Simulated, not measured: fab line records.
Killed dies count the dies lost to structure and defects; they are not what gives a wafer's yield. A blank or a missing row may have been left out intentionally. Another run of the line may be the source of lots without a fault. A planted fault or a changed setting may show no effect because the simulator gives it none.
Matching of chambers | flow gf180mcu | pecvd-03 running GF_V2_CVD_02: 3 sister chambers
The step deposits SiO2 from TEOS, target thk 850 nm, time 94.851 s. 6 wafers are shown with their chamber, then 7 later ones without.

WAFERS WITH THEIR CHAMBER
wafer  | chamber | heater-power-w (W)
L822.6 | 0       | 461
L824.4 | 2       | 878
L824.5 | 1       | 616
L824.6 | 0       | 423
L834.2 | 1       | 752
L834.3 | 2       | 852

WAFERS WITH NO CHAMBER GIVEN
wafer  | heater-power-w (W)
L834.4 | 610
L840.3 | 685
L840.5 | 842
L840.6 | 471
L842.2 | 833
L842.3 | 384
L842.6 | 417

WHICH CHAMBER EACH ONE RAN IN
wafer  | from the rows above     | in truth
L834.4 | can't be placed: 1 or 0 | 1
L840.3 | 1                       | 1
L840.5 | 2                       | 2
L840.6 | 0                       | 0
L842.2 | can't be placed: 2 or 1 | 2
L842.3 | 0                       | 0
L842.6 | 0                       | 0
Correctly placed: 5 of 7. Not placeable from these rows: 2 (in 2, the candidates include the true chamber). Placed wrongly: 0.
How it was worked out, from the rows above alone: a wafer's distance from a chamber is the root of the sum, over the readings, of the square of ((its reading less the chamber's mean) divided by the reading's scatter). If the next closest chamber is less than 2 further off than the closest, the wafer can't be placed; otherwise it belongs to the closest. A chamber's mean is the mean of its shown wafers. The scatter: the root of (the sum of the squares of (reading less its chamber's mean) over the shown wafers, divided by (wafers less chambers)).
